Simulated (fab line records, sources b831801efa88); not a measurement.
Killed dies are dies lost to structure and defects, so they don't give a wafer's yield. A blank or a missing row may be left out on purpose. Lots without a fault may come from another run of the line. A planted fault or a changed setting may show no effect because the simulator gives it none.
fab line records | flow sky130
record lots=6 wafers=18 last_day=48
route steps=708 shown VT_ADJUST_LVTN@109 VT_ADJUST_NCORE@119 PAD_OPEN@708
lots that met no fault: from a run of the same line without faults
start_h: hours from the record's first day to the start of the lot's first wafer shown | wait_h: hours since the lot's step before | " the same as in the row above | L1.1+2: a row that stands for several wafers | - no value, or no start given | * or withheld: withheld | < > ~ a bound
route shown NAME@n: a module of which the file shows steps, and the number in the route of the first | usual: mean/standard deviation of fault-free wafers | same: alike in all rows | chamber/n: place in a boat | sites: the reading at each site | _std_site: their standard deviation | _edge_site: outer sites' mean less inner sites' | radius_mm: how far each site lies from the wafer's centre | mask NAME#n: copy n | behind: the tool/chamber that last shaped the wafer | hold: why the lot was held/for how many hours/how that ended | device: the transistor (n, p or np) that didn't switch | end of line: the same wafers' tests at the end of the route | a step without rows: its recipe alone | killed: dies lost to structure and defects at the first sort, not the wafer's yield | map: a wafer's dies, x killed, . not, _ none there
set.NAME: the setting as run; set.NAME@STEP: as run at that earlier step | model.NAME: the simulator's own value behind a step, which no gauge read
lots at some steps of the route; a table a step, a row a wafer
services: from which hour (start_h, from the record's first day; less than 0 if before it) a tool's chamber was out of use, for how many hours, and why
## steps
# step SKY_VT_ADJUST_LVTN_HMDS_12
# recipe prime_time_s=60 prime_temp_c=120
# step SKY_VT_ADJUST_LVTN_COAT_13
# recipe resist=NOVOLAK spin_rpm=3000 resist_thk_nm=1140
# step SKY_VT_ADJUST_LVTN_SOFTBAKE_14
# recipe temp_c=90 time_s=60 resist=NOVOLAK
# step SKY_VT_ADJUST_LVTN_EXPOSE_15
# recipe mask_id=HVN_STD_DERIVED na=0.6 source_shape=conventional sigma_outer=0.6 polarization=unpolarized target_cd_nm=600 dose_mj=163
# step SKY_VT_ADJUST_LVTN_PEB_16
# recipe temp_c=withheld time_s=* resist=NOVOLAK
# step SKY_VT_ADJUST_LVTN_DEVELOP_17
# recipe resist=NOVOLAK developer=TMAH develop_time_s=60 dev_temp_c=23
# step SKY_VT_ADJUST_LVTN_OVL_MEAS_18
# usual VT_ADJUST_LVTN_01_OVL=0.1/1.6
# columns lot.wafer tool chamber start_h wait_h VT_ADJUST_LVTN_01_OVL[nm]
L859.1 overlay-01 - 174.86 0.1 -1.4
L859.3 " - " " -0.9
L859.5 " - " " -2.0
L863.2 overlay-02 - 199.52 0.1 -0.3
L863.3 " - " " -0.3
L863.6 " - " " 1.7
L866.1 overlay-01 - 215.15 0.1 2.0
L866.5 " - " " 2.5
L866.6 " - " " 1.7
L867.3 overlay-01 - 224.32 0.1 0.7
L867.4 " - " " 0.3
L867.6 " - " " -0.6
L869.1 overlay-02 - 238.26 0.1 -1.1
L869.5 " - " " -2.4
L869.6 " - " " -2.8
L873.3 overlay-02 - 266.01 0.1 1.0
L873.5 " - " " -0.2
L873.6 " - " " 0.1
# step SKY_VT_ADJUST_LVTN_IMPLANT_19
# recipe species=B energy_kev=30 dose_cm2=6.5e+11 tilt_deg=withheld
# step SKY_VT_ADJUST_LVTN_STRIP_20
# recipe chemistry=O2/N2 power_w=1400 pressure_mtorr=1500 platen_temp_c=withheld o2_flow_sccm=3000 n2_flow_sccm=300 overash_fraction=0.5
# usual drypump_motor_current_A=5.94/0.26 oes_product_au=0.716/0.0041 strip_time_to_endpoint_s=14.20/0.033
# columns lot.wafer tool chamber start_h wait_h drypump_motor_current_A oes_product_au rf_hours_counter_h strip_time_to_endpoint_s
L859.1 plasma_asher-02 0 175.05 0.1 5.80 0.715 47 14.20
L859.3 " 1 " " 6.08 0.716 - 14.25
L859.5 " 1 " " 6.05 0.715 - 14.17
L863.2 plasma_asher-03 0 199.70 0.1 5.82 0.714 8 14.17
L863.3 " 0 " " 5.82 0.720 - 14.17
L863.6 " 1 " " 5.75 0.717 - 14.16
L866.1 plasma_asher-03 0 215.34 0.1 5.79 0.720 9 14.20
L866.5 " 1 " " 5.73 0.721 - 14.21
L866.6 " 0 " " 5.80 0.719 - 14.19
L867.3 plasma_asher-01 0 224.53 0.1 6.16 0.711 - 14.21
L867.4 " 1 " " 6.68 0.722 - 14.23
L867.6 " 0 " " 6.13 0.710 - 14.26
L869.1 plasma_asher-02 1 238.45 0.1 6.08 0.713 54 14.17
L869.5 " 0 " " 5.78 0.714 - 14.19
L869.6 " 1 " " 6.09 0.715 - 14.19
L873.3 plasma_asher-03 1 266.22 0.1 5.72 0.712 - 14.17
L873.5 " 0 " " 5.78 0.715 - 14.14
L873.6 " 1 " " 5.75 0.715 - 14.13
# step SKY_VT_ADJUST_LVTN_TW_MEAS_21
# usual VT_ADJUST_LVTN_2_TW=186.7/1.1
# columns lot.wafer tool chamber start_h wait_h VT_ADJUST_LVTN_2_TW
L859.1 film_metro-01 - 175.15 0.1 185.7
L859.3 " - " " 186.5
L859.5 " - " " 185.6
L863.2 film_metro-01 - 199.81 0.1 186.5
L863.3 " - " " 186.7
L863.6 " - " " 186.0
L866.1 film_metro-01 - 215.44 0.1 185.6
L866.5 " - " " 186.4
L866.6 " - " " 186.4
L867.3 film_metro-02 - 224.62 0.1 187.3
L867.4 " - " " 187.4
L867.6 " - " " 187.8
L869.1 film_metro-01 - 238.55 0.1 185.3
L869.5 " - " " 185.5
L869.6 " - " " 186.9
L873.3 film_metro-01 - 266.31 0.1 185.5
L873.5 " - " " 186.3
L873.6 " - " " 186.2
# step SKY_VT_ADJUST_NCORE_DEHYDRATE_00
# recipe temp_c=200 time_s=60
# step SKY_VT_ADJUST_NCORE_HMDS_01
# recipe prime_time_s=60 prime_temp_c=120
# step SKY_VT_ADJUST_NCORE_COAT_02
# recipe resist=NOVOLAK spin_rpm=3000 resist_thk_nm=1140
# columns lot.wafer tool chamber start_h wait_h model.NOVOLAK_of_VT_ADJUST_NCORE_COAT_02.thk_nm
L859.1 litho_track-01 0 185.06 0.1 1140
L859.3 " 0 " " 1143
L859.5 " 0 " " 1139
L863.2 litho_track-03 0 210.12 0.1 1138
L863.3 " 0 " " 1137
L863.6 " 0 " " 1140
L866.1 litho_track-03 0 226.90 0.1 1065
L866.5 " 0 " " 1149
L866.6 " 0 " " 1147
L867.3 litho_track-01 0 235.36 0.1 1139
L867.4 " 0 " " 1142
L867.6 " 0 " " 1138
L869.1 litho_track-03 0 251.20 0.1 1053
L869.5 " 0 " " 1139
L869.6 " 0 " " 1135
L873.3+6 litho_track-04 0 278.11 0.1 1139
L873.5 " 0 " " 1142
# step SKY_VT_ADJUST_NCORE_SOFTBAKE_03
# recipe temp_c=90 time_s=60 resist=NOVOLAK
# step SKY_VT_ADJUST_NCORE_EXPOSE_04
# recipe mask_id=LVTN_COMPLEMENT_THIN na=0.6 source_shape=conventional sigma_outer=0.6 polarization=unpolarized target_cd_nm=380 dose_mj=139
# step SKY_VT_ADJUST_NCORE_PEB_05
# recipe temp_c=withheld time_s=* resist=NOVOLAK
# step SKY_VT_ADJUST_NCORE_DEVELOP_06
# recipe resist=NOVOLAK developer=TMAH develop_time_s=60 dev_temp_c=23
# columns lot.wafer tool chamber start_h wait_h model.NOVOLAK_of_VT_ADJUST_NCORE_COAT_02.thk_nm
L859.1+5 litho_track-03 0 195.85 0.1 1139
L859.3 " 0 " " 1142
L863.2 litho_track-03 0 222.27 0.1 1138
L863.3 " 0 " " 1137
L863.6 " 0 " " 1140
L866.1 litho_track-04 0 237.81 0.1 1064
L866.5 " 0 " " 1149
L866.6 " 0 " " 1147
L867.3 litho_track-04 0 247.96 0.1 1139
L867.4 " 0 " " 1141
L867.6 " 0 " " 1138
L869.1 litho_track-01 0 263.21 0.1 1053
L869.5 " 0 " " 1138
L869.6 " 0 " " 1135
L873.3 litho_track-01 0 289.41 0.1 1139
L873.5 " 0 " " 1142
L873.6 " 0 " " 1138
# step SKY_VT_ADJUST_NCORE_CD_MEAS_07
# recipe target_cd_nm=380
# usual cd_nm=379.8/2.4
# columns lot.wafer tool chamber start_h wait_h cd_nm
L859.1 cd_sem-02 - 196.00 0.1 378.8
L859.3 " - " " 379.8
L859.5 " - " " 383.2
L863.2 cd_sem-01 - 222.42 0.1 382.6
L863.3 " - " " 382.7
L863.6 " - " " 379.5
L866.1 cd_sem-01 - 237.96 0.1 390.3
L866.5 " - " " 378.6
L866.6 " - " " 381.5
L867.3 cd_sem-02 - 248.10 0.1 379.1
L867.4 " - " " 379.7
L867.6 " - " " 379.9
L869.1 cd_sem-01 - 263.36 0.1 389.5
L869.5 " - " " 378.7
L869.6 " - " " 379.6
L873.3 cd_sem-01 - 289.55 0.1 380.8
L873.5 " - " " 381.5
L873.6 " - " " 380.0
# step SKY_VT_ADJUST_NCORE_OVL_MEAS_08
# usual VT_ADJUST_NCORE_OVL=0.7/1.5
# columns lot.wafer tool chamber start_h wait_h VT_ADJUST_NCORE_OVL[nm]
L859.1 overlay-02 - 196.12 0.1 2.6
L859.3 " - " " 1.7
L859.5 " - " " 2.9
L863.2 overlay-01 - 222.52 0.1 1.0
L863.3 " - " " 0.2
L863.6 " - " " 0.3
L866.1 overlay-01 - 238.08 0.1 0.0
L866.5 " - " " 1.3
L866.6 " - " " 1.7
L867.3 overlay-01 - 248.19 0.1 1.1
L867.4 " - " " -0.4
L867.6 " - " " 1.4
L869.1 overlay-02 - 263.48 0.1 -3.0
L869.5 " - " " -1.7
L869.6 " - " " -2.9
L873.3 overlay-01 - 289.64 0.1 -0.3
L873.5 " - " " 1.5
L873.6 " - " " 1.0
# step SKY_VT_ADJUST_NCORE_IMPLANT_09
# recipe species=B energy_kev=10 dose_cm2=2.4e+12 tilt_deg=withheld
# step SKY_VT_ADJUST_NCORE_STRIP_10
# recipe chemistry=O2/N2 power_w=1400 pressure_mtorr=1500 platen_temp_c=withheld o2_flow_sccm=3000 n2_flow_sccm=300 overash_fraction=0.5
# usual drypump_motor_current_A=5.76/0.24 oes_product_au=0.715/0.0051 strip_time_to_endpoint_s=14.19/0.043
# columns lot.wafer tool chamber start_h wait_h drypump_motor_current_A oes_product_au rf_hours_counter_h strip_time_to_endpoint_s
L859.1 plasma_asher-04 1 196.30 0.1 5.31 0.711 37 14.17
L859.3 " 1 " " 5.32 0.715 - 14.21
L859.5 " 1 " " 5.31 0.714 - 14.16
L863.2 plasma_asher-04 0 222.70 0.1 6.00 0.722 40 14.15
L863.3 " 0 " " 5.99 0.715 - 14.15
L863.6 " 0 " " 5.98 0.717 - 14.18
L866.1 plasma_asher-03 0 238.27 0.1 5.83 0.709 11 13.29
L866.5 " 0 " " 5.82 0.726 - 14.28
L866.6 " 1 " " 5.71 0.717 - 14.26
L867.3 plasma_asher-03 0 248.40 0.1 5.78 0.720 - 14.18
L867.4 " 1 " " 5.69 0.722 - 14.19
L867.6 " 0 " " 5.83 0.719 - 14.15
L869.1 plasma_asher-04 0 263.66 0.1 6.00 0.717 44 13.15
L869.5 " 1 " " 5.30 0.714 - 14.17
L869.6 " 0 " " 5.99 0.711 - 14.11
L873.3 plasma_asher-02 1 289.84 0.1 6.06 0.713 - 14.15
L873.5 " 0 " " 5.80 0.721 - 14.22
L873.6 " 1 " " 6.06 0.718 - 14.17
# step SKY_VT_ADJUST_NCORE_TW_MEAS_11
# usual VT_ADJUST_NCORE_TW=218.8/1.7
# columns lot.wafer tool chamber start_h wait_h VT_ADJUST_NCORE_TW
L859.1 film_metro-04 - 196.40 0.1 220.3
L859.3 " - " " 220.2
L859.5 " - " " 219.5
L863.2 film_metro-04 - 222.81 0.1 223.6
L863.3 " - " " 222.4
L863.6 " - " " 221.1
L866.1 film_metro-02 - 238.37 0.1 217.7
L866.5 " - " " 218.7
L866.6 " - " " 218.9
L867.3 film_metro-02 - 248.49 0.1 216.8
L867.4 " - " " 215.9
L867.6 " - " " 217.1
L869.1 film_metro-03 - 263.76 0.1 218.2
L869.5 " - " " 219.3
L869.6 " - " " 218.7
L873.3 film_metro-02 - 289.93 0.1 216.8
L873.5 " - " " 215.9
L873.6 " - " " 216.6
# step SKY_PAD_OPEN_PROBE_99
# usual killed_at_M0_to_M3=43/6.8 killed_at_M4_up=3.2/1.7 killed_at_contacts=24/5.7 killed_at_front_end=16/4.3 killed_at_other=0.3/0.56 killed_dies=86/9.5 killed_open=47/6.9 killed_short=39/5.8
# same gross_dies=492 killed_at_back_side=0
# columns lot.wafer tool chamber start_h wait_h killed_at_M0_to_M3 killed_at_M4_up killed_at_contacts killed_at_front_end killed_at_other killed_dies killed_open killed_short
L859.1 prober-01 - 1086.32 0.1 48 2 21 17 1 89 55 34
L859.3 prober-01 - 1086.42 0.2 36 1 23 7 0 67 41 26
L859.5 prober-01 - 1086.52 0.2 36 5 29 13 0 83 48 35
L867.3 prober-01 - 1129.77 0.2 49 8 10 8 0 75 36 38
L867.4 prober-01 - 1129.82 0.2 44 5 25 12 1 87 45 39
L867.6 prober-01 - 1129.92 0.2 31 1 18 15 0 65 36 29
L873.3 prober-01 - 1162.46 0.2 40 6 18 16 1 81 44 37
L873.5 prober-01 - 1162.56 0.2 42 11 20 13 0 86 44 42
L873.6 prober-01 - 1162.61 0.2 36 2 24 20 1 83 44 39
# killed by level:class
L859.1 VIA1:geometric_particle:open=12 CONTACT:geometric_particle:open=11 VIA1:geometric_particle:short=10 VIA3:geometric_particle:open=7 FIELD_ISO:geometric_particle:open=6 VIA2:geometric_particle:open=6 LI_CONTACT:geometric_particle:open=4 METAL1:geometric_particle:short=4
L859.3 CONTACT:geometric_particle:open=8 LI_CONTACT:geometric_particle:open=8 VIA2:geometric_particle:open=7 METAL1:geometric_particle:short=5 VIA1:geometric_particle:open=5 METAL1:geometric_particle:open=4 FIELD_ISO:geometric_particle:short=3 METAL2:geometric_particle:open=3
L859.5 VIA1:geometric_particle:open=11 CONTACT:geometric_particle:open=9 LI_CONTACT:geometric_particle:open=8 VIA1:geometric_particle:short=8 VIA2:geometric_particle:open=7 CONTACT:geometric_particle:short=5 POLY_GATE:geometric_particle:short=4 METAL2:geometric_particle:short=4
L867.3 METAL2:geometric_particle:short=15 VIA1:geometric_particle:open=8 VIA3:geometric_particle:open=7 METAL1:geometric_particle:short=6 METAL4:geometric_particle:short=6 VIA2:geometric_particle:open=5 LI_CONTACT:geometric_particle:short=4 LI_CONTACT:geometric_particle:open=4
L867.4 VIA1:geometric_particle:open=11 LI_CONTACT:geometric_particle:open=10 VIA2:geometric_particle:open=6 LOCAL_INTERCONNECT:geometric_particle:short=6 METAL2:geometric_particle:short=5 CONTACT:geometric_particle:short=5 METAL1:geometric_particle:short=5 VIA1:geometric_particle:short=5
L867.6 LI_CONTACT:geometric_particle:open=8 VIA3:geometric_particle:open=7 METAL1:geometric_particle:short=6 VIA1:geometric_particle:open=5 LOCAL_INTERCONNECT:geometric_particle:short=4 CONTACT:geometric_particle:open=4 METAL2:geometric_particle:short=4 FIELD_ISO:geometric_particle:short=3
L873.3 VIA1:geometric_particle:open=10 METAL1:geometric_particle:short=8 LI_CONTACT:geometric_particle:open=6 METAL2:geometric_particle:short=6 FIELD_ISO:geometric_particle:short=5 CONTACT:geometric_particle:open=5 VIA3:geometric_particle:open=5 FIELD_ISO:geometric_particle:open=4
L873.5 METAL4:geometric_particle:short=9 VIA1:geometric_particle:open=7 VIA3:geometric_particle:open=7 CONTACT:geometric_particle:open=6 METAL2:geometric_particle:short=6 CONTACT:geometric_particle:short=5 VIA1:geometric_particle:short=5 VIA2:geometric_particle:open=5
L873.6 LI_CONTACT:geometric_particle:open=11 VIA3:geometric_particle:open=9 FIELD_ISO:geometric_particle:short=7 VIA1:geometric_particle:open=7 CONTACT:geometric_particle:open=6 METAL2:geometric_particle:short=5 METAL1:geometric_particle:short=5 POLY_GATE:geometric_particle:open=3
## services
# columns tool chamber start_h hours kind
litho_track-03 - 204.08 - consumable_replace:filter
plasma_asher-03 - 220.70 3.4 repair
plasma_asher-04 - 245.35 5.1 repair
## key
first_sign step=SKY_VT_ADJUST_NCORE_CD_MEAS_07 reading=cd_nm direction=up sigmas=4.1 usual=379.8 struck=389.9
effect step=SKY_VT_ADJUST_NCORE_STRIP_10 reading=strip_time_to_endpoint_s direction=down sigmas=22 usual=* struck=*
model_effect step=SKY_VT_ADJUST_NCORE_COAT_02 value=NOVOLAK_of_VT_ADJUST_NCORE_COAT_02.thk_nm without=1142 struck=1059
model_effect step=SKY_VT_ADJUST_NCORE_DEVELOP_06 value=NOVOLAK_of_VT_ADJUST_NCORE_COAT_02.thk_nm without=1142 struck=1058
met_at SKY_VT_ADJUST_NCORE_COAT_02
struck_wafers L866.1,L869.1
tester_left_out L866,L869
onset_between 210.12 226.90
fault kind=process_parameter_drift tool=litho_track-03 chamber=- onset_h=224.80 steps=SKY_VT_ADJUST_NCORE_COAT_02 channel=resist_thk_nm offset=-83.078 shape=step end_h=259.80 scope=struck_wafers_only acts_in=these_recipes_only stated=1140
# tester_left_out: of these lots the tester's yield and bins aren't shown, on N5 and GAA mostly nor the transistor test; their killed dies are dies lost to structure and defects alone, not to doping, threshold or leakage, so they don't give the yield
